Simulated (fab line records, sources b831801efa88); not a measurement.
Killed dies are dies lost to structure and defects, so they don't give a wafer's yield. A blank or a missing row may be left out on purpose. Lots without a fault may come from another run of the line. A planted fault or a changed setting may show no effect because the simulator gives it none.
Problem report in the 8D (eight disciplines) form, filled by code | flow gf180mcu | the parts of the form that need people (team, actions taken, sign-off) are left out

1. THE PROBLEM
chamber_pressure_pa at GF_V5_SPUTTER_22 reads a mean of 5.171 Pa on 6 wafers of 2 lots; wafers without a fault read 4.999 Pa with a standard deviation of 0.0095. That is +18 standard deviations from the usual mean.
The step: material TiN, target thk 10 nm, time 40 s.
First seen on wafer L569.3, day 27 17:01, on pvd_sputter-02. The record holds 36 wafers of 12 lots with a number at this step. Rule for "out", or "out of limits": more than 4 standard deviations from the usual mean. The other wafers with a number count as sound.

2. WHAT IT IS AND WHAT IT IS NOT
question                    | is                     | is not
which readings at this step | chamber_pressure_pa    | throttle_valve_pct
which lots                  | L569, L570             | L568, L577, L579, L581, L582, L584, L585, L586, L587, L589
which wafers of those lots  | all that have a number | -
read on which tools         | pvd_sputter-02         | pvd_sputter-01, pvd_sputter-04
when                        | from day 27 17:01      | up to then (3 sound wafers); but 27 sound wafers of L577, L579, L581, L582, L584, L585, L586, L587, L589 came after

3. SUSPECTS, AND WHAT RULES EACH OUT
Counting: a tool at a process step up to the reading stays a suspect if it ran every lot that is out and no sound lot after the first of them.
- pvd_sputter-03 at GF_MIM_SPUTTER_00 (material Ti, target thk 37.5 nm, time 150 s): ruled out as a lasting fault. Sound lots L577 ran on it after its first lot that is out, L569 (day 24 22:47).
- pvd_sputter-02 at GF_V5_SPUTTER_22 (material TiN, target thk 10 nm, time 40 s): ruled out as a lasting fault. Sound lots L579, L584, L587 ran on it after its first lot that is out, L569 (day 27 17:01).
Left after counting: nothing in the record.

4. THE CAUSE (what the simulator had put in)
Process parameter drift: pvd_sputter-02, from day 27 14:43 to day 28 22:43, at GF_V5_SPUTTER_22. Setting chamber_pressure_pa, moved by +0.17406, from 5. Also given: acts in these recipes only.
Counting ruled it out, wrongly.

5. THE CHAIN OF EFFECTS, in route order
Each row: a reading whose mean over the struck wafers that have a number lies more than 3 standard deviations from the usual. Only readings for which the record gives a usual standard deviation are gone through. hours: the time from each lot's start at the first step in this table that gives one to its start at this step, as a median over the lots. sigmas: the change in usual standard deviations.
hours | step             | reading             | usual    | on struck wafers | change | sigmas
0     | GF_V5_SPUTTER_22 | chamber_pressure_pa | 4.999 Pa | 5.171            | +0.172 | +18
The process steps in it:
- GF_V5_SPUTTER_22: material TiN, target thk 10 nm, time 40 s.

6. WHAT WOULD HAVE CAUGHT IT SOONER
In this record the first reading out of limits was taken at day 27 17:01, 2 hours after the fault began at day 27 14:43.
